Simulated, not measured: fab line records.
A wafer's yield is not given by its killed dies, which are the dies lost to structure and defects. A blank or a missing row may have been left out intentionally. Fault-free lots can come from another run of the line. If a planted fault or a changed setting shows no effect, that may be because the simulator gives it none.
Split-lot study | flow sky130 | on a route of 708 steps: 5 lots, 23 wafers read

## ON THE SPLIT
At SKY_VT_ADJUST_HVTP_COAT_02 (resist thk 1140 nm), the setting spin_rpm was moved away from the recipe's 3000 rpm on 5 of the 23 wafers read, by -3.1% to +6.6%. The other wafers ran this setting at the recipe's value.

The reading is taken at the split's own step.

## THE READING
NOVOLAK_of_VT_ADJUST_HVTP_COAT_02.thk_nm (the simulator's own value, which no gauge read), in nm, at SKY_VT_ADJUST_HVTP_COAT_02 (resist thk 1140 nm). No usual value for it is given in the file. Average 1138 nm, standard deviation 2.7 nm, over the 18 wafers here run with the recipe.

wafer  | tool, chamber at the split | spin_rpm as run, rpm | against the recipe | NOVOLAK_of_VT_ADJUST_HVTP_COAT_02.thk_nm, nm | against lot-mates on the recipe
L077.1 | litho_track-02, 0          | 3000                 | recipe             | 1138                                         | -
L077.2 | litho_track-02, 0          | 3000                 | recipe             | 1138                                         | -
L077.3 | litho_track-02, 0          | 3000                 | recipe             | 1141                                         | -
L077.6 | litho_track-02, 0          | 3000                 | recipe             | 1141                                         | -
L077.5 | litho_track-02, 0          | 3000                 | recipe             | 1136                                         | -
L079.1 | litho_track-03, 0          | 3198                 | +6.6%              | 1104                                         | -34
L079.2 | litho_track-03, 0          | 3000                 | recipe             | 1141                                         | -
L079.3 | litho_track-03, 0          | 3198                 | +6.6%              | 1100                                         | -38
L079.4 | litho_track-03, 0          | 3000                 | recipe             | 1139                                         | -
L079.6 | litho_track-03, 0          | 3000                 | recipe             | 1135                                         | -
L080.1 | litho_track-01, 0          | 3000                 | recipe             | 1133                                         | -
L080.2 | litho_track-01, 0          | 3000                 | recipe             | 1135                                         | -
L080.4 | litho_track-01, 0          | 3000                 | recipe             | 1137                                         | -
L080.5 | litho_track-01, 0          | 3000                 | recipe             | 1137                                         | -
L080.6 | litho_track-01, 0          | 3000                 | recipe             | 1134                                         | -
L084.1 | litho_track-01, 0          | 2907                 | -3.1%              | 1159                                         | +19
L084.3 | litho_track-01, 0          | 2907                 | -3.1%              | 1159                                         | +19
L084.4 | litho_track-01, 0          | 2907                 | -3.1%              | 1157                                         | +17
L084.5 | litho_track-01, 0          | 3000                 | recipe             | 1141                                         | -
L084.6 | litho_track-01, 0          | 3000                 | recipe             | 1139                                         | -
L085.3 | litho_track-01, 0          | 3000                 | recipe             | 1138                                         | -
L085.4 | litho_track-01, 0          | 3000                 | recipe             | 1142                                         | -
L085.5 | litho_track-01, 0          | 3000                 | recipe             | 1142                                         | -

FIT RESULTS
A straight line over all 23 wafers: NOVOLAK_of_VT_ADJUST_HVTP_COAT_02.thk_nm changes by -5.75 nm for each +1% of spin_rpm; r = -0.98; the points scatter about the line by 2.8 nm.
The same after taking each lot's own level away (the mean of its wafers on the recipe; 23 wafers): -5.61 nm for each +1%; r = -0.99; scatter 1.9 nm.
That fit puts the effect of the largest move of spin_rpm on the reading at 37 nm.
Measured against the standard deviation above, the lots' own levels, which go from 1135.2 to 1140.7 nm, span 2.0 times it.
The two slopes agree, so the slope changes little with the lot-to-lot level.
Check: with one of the wafers moved furthest among these (+6.6%) left out of the fit, the line predicts -38.6 nm for it against its lot-mates. Against them it came out at -34.3 nm.

## THESE WAFERS: OTHER SPLITS
These wafers also went through other splits before the reading. Each is held against what the fit with the lots' levels taken away leaves over:
other split on the same wafers      | wafers away from the commonest value | r with NOVOLAK_of_VT_ADJUST_HVTP_COAT_02.thk_nm (lot level and that fit taken away)
SKY_FIELD_ISO_COAT_07 resist_thk_nm | 9                                    | -0.37
SKY_FIELD_ISO_OXIDATION_22 temp_c   | 18                                   | +0.00
SKY_NWELL_OXIDATION_01 temp_c       | 15                                   | -0.03
SKY_DNWELL_EXPOSE_04 dose_mj        | 6                                    | -0.27
SKY_PWDE_COAT_02 spin_rpm           | 11                                   | -0.20
SKY_NWELL_COAT_05 resist_thk_nm     | 6                                    | +0.08
SKY_NWELL_STRIP_14 pressure_mtorr   | 18                                   | +0.00

## THE WHOLE CHAIN: every reading that the file lists as answering this split, in the file's order
step                        | what it does       | reading                                                                                   | change (the file's fit)              | r (the file's)
SKY_VT_ADJUST_HVTP_COAT_02  | resist thk 1140 nm | NOVOLAK_of_VT_ADJUST_HVTP_COAT_02.thk_nm (the simulator's own value, which no gauge read) | -5.53 nm for each +1% of the setting | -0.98
SKY_VT_ADJUST_HVTP_STRIP_10 | strips in O2/N2    | strip_time_to_endpoint_s                                                                  | withheld for each +1% of the setting | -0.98

## FILE'S OWN FIT
NOVOLAK_of_VT_ADJUST_HVTP_COAT_02.thk_nm changes by -5.53 nm for each +1% of spin_rpm, r = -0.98.
